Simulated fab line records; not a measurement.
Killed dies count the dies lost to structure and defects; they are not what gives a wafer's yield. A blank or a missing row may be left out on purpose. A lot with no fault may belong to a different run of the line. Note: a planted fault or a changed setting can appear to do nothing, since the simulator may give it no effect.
Chamber matching | flow sfqLine | 4 sister chambers for SFQ_TRILAYER_I2_CMP_CMP_064 on cmp-01
The step polishes SiO2. 18 wafers are shown with their chamber, then 9 later ones without.

EACH WAFER AND ITS CHAMBER
wafer  | chamber | motorCurrentA (A) | timeToEndpointS (s) | slurryFlowMlMin
L436.1 | 3       | 10.8              | 206                 | 149.6
L436.3 | 2       | 9.8               | 195                 | 149.8
L436.4 | 0       | 8.8               | 221                 | 150.2
L437.1 | 0       | 8.1               | 211                 | 150.1
L437.4 | 1       | 10.2              | 221                 | 149.9
L437.5 | 3       | 10.7              | 210                 | 149.4
L440.3 | 0       | 8.5               | 206                 | 149.9
L440.4 | 1       | 9.8               | 203                 | 150.3
L440.6 | 2       | 10.1              | 191                 | 150.2
L449.1 | 3       | 11.0              | 193                 | 150.8
L449.2 | 0       | 8.3               | 207                 | 149.6
L449.5 | 0       | 8.4               | 210                 | 149.9
L452.2 | 0       | 8.2               | 211                 | 149.4
L452.1 | 2       | 10.6              | 192                 | 149.7
L452.6 | 1       | 10.2              | 218                 | 150.4
L453.1 | 1       | 10.1              | 199                 | 149.1
L453.2 | 2       | 10.6              | 191                 | 149.7
L453.6 | 0       | 8.9               | 207                 | 149.5

SIGNATURES, as means of the wafers listed above
reading         | chamber 0 | chamber 1 | chamber 2 | chamber 3 | scatter within a chamber
motorCurrentA   | 8.457     | 10.075    | 10.275    | 10.833    | 0.288
timeToEndpointS | 210.43    | 210.25    | 192.25    | 203.00    | 6.97
slurryFlowMlMin | 149.800   | 149.925   | 149.850   | 149.933   | 0.457
Rule: a wafer lies at a distance from a chamber equal to the root of the sum of squares, over the readings, of (its reading less the chamber's mean, divided by the reading's scatter). The wafer belongs to the nearest chamber; if the next one is less than 2 further off, it can't be placed. The scatter is the square root of a quotient: the sum, over the shown wafers, of each reading's squared deviation from its chamber's mean, divided by wafers minus chambers.

WAFERS MISSING THEIR CHAMBER
wafer  | motorCurrentA (A) | timeToEndpointS (s) | slurryFlowMlMin
L454.1 | 11.2              | 195                 | 149.7
L454.2 | 9.6               | 190                 | 150.4
L454.5 | 10.5              | 202                 | 150.1
L455.2 | 10.3              | 202                 | 149.2
L455.5 | 10.6              | 219                 | 150.2
L455.6 | 8.3               | 211                 | 149.2
L459.1 | 8.6               | 217                 | 150.4
L459.5 | 8.4               | 217                 | 150.4
L459.6 | 11.6              | 205                 | 150.2

WHICH CHAMBER EACH ONE RAN IN
wafer  | from the rows above          | in truth
L454.1 | can't be placed: 3 or 2      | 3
L454.2 | can't be placed: 2 or 1      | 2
L454.5 | can't be placed: 3 or 2 or 1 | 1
L455.2 | can't be placed: 2 or 1 or 3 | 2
L455.5 | can't be placed: 1 or 3 or 2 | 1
L455.6 | 0                            | 0
L459.1 | 0                            | 0
L459.5 | 0                            | 0
L459.6 | 3                            | 3
Placed correctly: 4 of 9. Cannot be placed on the basis of these rows: 5; the candidates contain the true chamber in 5. Number placed wrongly: 0.
